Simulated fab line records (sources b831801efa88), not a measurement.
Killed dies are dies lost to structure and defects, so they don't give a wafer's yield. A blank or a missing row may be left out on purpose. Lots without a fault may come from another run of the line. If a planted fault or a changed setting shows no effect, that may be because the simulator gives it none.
Chamber matching || flow sky130 || 3 sister chambers for SKY_VIA3_ETCH_15 on rie-diel-01
The step etches SiO2 in C4F8/O2/Ar, stops on TiN, target depth 507 nm, time 78 s. 14 wafers are shown with their chamber, then 6 later ones without.

WAFERS WITH THEIR CHAMBER
{"wafer": "L078.3", "chamber": 1, "oes-product-au (a.u.)": 0.945, "chamber-pressure-mTorr (mTorr)": 39.99}
{"wafer": "L078.5", "chamber": 0, "oes-product-au (a.u.)": 0.952, "chamber-pressure-mTorr (mTorr)": 40.00}
{"wafer": "L078.6", "chamber": 2, "oes-product-au (a.u.)": 0.954, "chamber-pressure-mTorr (mTorr)": 39.98}
{"wafer": "L081.2", "chamber": 2, "oes-product-au (a.u.)": 0.946, "chamber-pressure-mTorr (mTorr)": 39.99}
{"wafer": "L081.4", "chamber": 2, "oes-product-au (a.u.)": 0.940, "chamber-pressure-mTorr (mTorr)": 39.95}
{"wafer": "L081.5", "chamber": 0, "oes-product-au (a.u.)": 0.943, "chamber-pressure-mTorr (mTorr)": 40.04}
{"wafer": "L080.2", "chamber": 0, "oes-product-au (a.u.)": 0.950, "chamber-pressure-mTorr (mTorr)": 40.05}
{"wafer": "L080.3", "chamber": 2, "oes-product-au (a.u.)": 0.950, "chamber-pressure-mTorr (mTorr)": 39.97}
{"wafer": "L080.4", "chamber": 0, "oes-product-au (a.u.)": 0.946, "chamber-pressure-mTorr (mTorr)": 39.98}
{"wafer": "L083.2", "chamber": 2, "oes-product-au (a.u.)": 0.946, "chamber-pressure-mTorr (mTorr)": 40.01}
{"wafer": "L083.4", "chamber": 0, "oes-product-au (a.u.)": 0.945, "chamber-pressure-mTorr (mTorr)": 39.96}
{"wafer": "L083.6", "chamber": 2, "oes-product-au (a.u.)": 0.945, "chamber-pressure-mTorr (mTorr)": 40.03}
{"wafer": "L086.1", "chamber": 1, "oes-product-au (a.u.)": 0.942, "chamber-pressure-mTorr (mTorr)": 40.01}
{"wafer": "L086.3", "chamber": 0, "oes-product-au (a.u.)": 0.950, "chamber-pressure-mTorr (mTorr)": 39.97}

SIGNATURES (means of the wafers above)
{"reading": "oes-product-au", "chamber 0": 0.94767, "chamber 1": 0.94350, "chamber 2": 0.94683, "scatter within a chamber": 0.00403}
{"reading": "chamber-pressure-mTorr", "chamber 0": 40.0000, "chamber 1": 40.0000, "chamber 2": 39.9883, "scatter within a chamber": 0.032}
Rule: a wafer's distance from a chamber is the root of the sum, over the readings, of the square of ((its reading less the chamber's mean) divided by the reading's scatter). The wafer belongs to the nearest chamber; if the next one is less than 2 further off, it can't be placed. The scatter: take each reading less its chamber's mean, square it, sum over the shown wafers, divide by the number of wafers less the number of chambers, and take the root.

WAFERS WITH NO CHAMBER GIVEN
{"wafer": "L088.2", "oes-product-au (a.u.)": 0.947, "chamber-pressure-mTorr (mTorr)": 40.08}
{"wafer": "L088.3", "oes-product-au (a.u.)": 0.943, "chamber-pressure-mTorr (mTorr)": 39.95}
{"wafer": "L088.5", "oes-product-au (a.u.)": 0.940, "chamber-pressure-mTorr (mTorr)": 39.99}
{"wafer": "L096.2", "oes-product-au (a.u.)": 0.946, "chamber-pressure-mTorr (mTorr)": 40.04}
{"wafer": "L096.3", "oes-product-au (a.u.)": 0.952, "chamber-pressure-mTorr (mTorr)": 40.05}
{"wafer": "L096.4", "oes-product-au (a.u.)": 0.952, "chamber-pressure-mTorr (mTorr)": 39.97}

WHICH CHAMBER EACH ONE RAN IN
{"wafer": "L088.2", "from the rows above": "can't be placed: 0 or 1 or 2", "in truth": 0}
{"wafer": "L088.3", "from the rows above": "can't be placed: 2 or 1 or 0", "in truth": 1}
{"wafer": "L088.5", "from the rows above": "can't be placed: 1 or 2 or 0", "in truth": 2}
{"wafer": "L096.2", "from the rows above": "can't be placed: 0 or 1 or 2", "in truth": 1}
{"wafer": "L096.3", "from the rows above": "can't be placed: 0 or 2 or 1", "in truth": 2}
{"wafer": "L096.4", "from the rows above": "can't be placed: 2 or 0 or 1", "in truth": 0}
0 of 6 placed correctly. Not placeable from these rows: 6 (in 6, the candidates include the true chamber). Wrongly placed: 0.
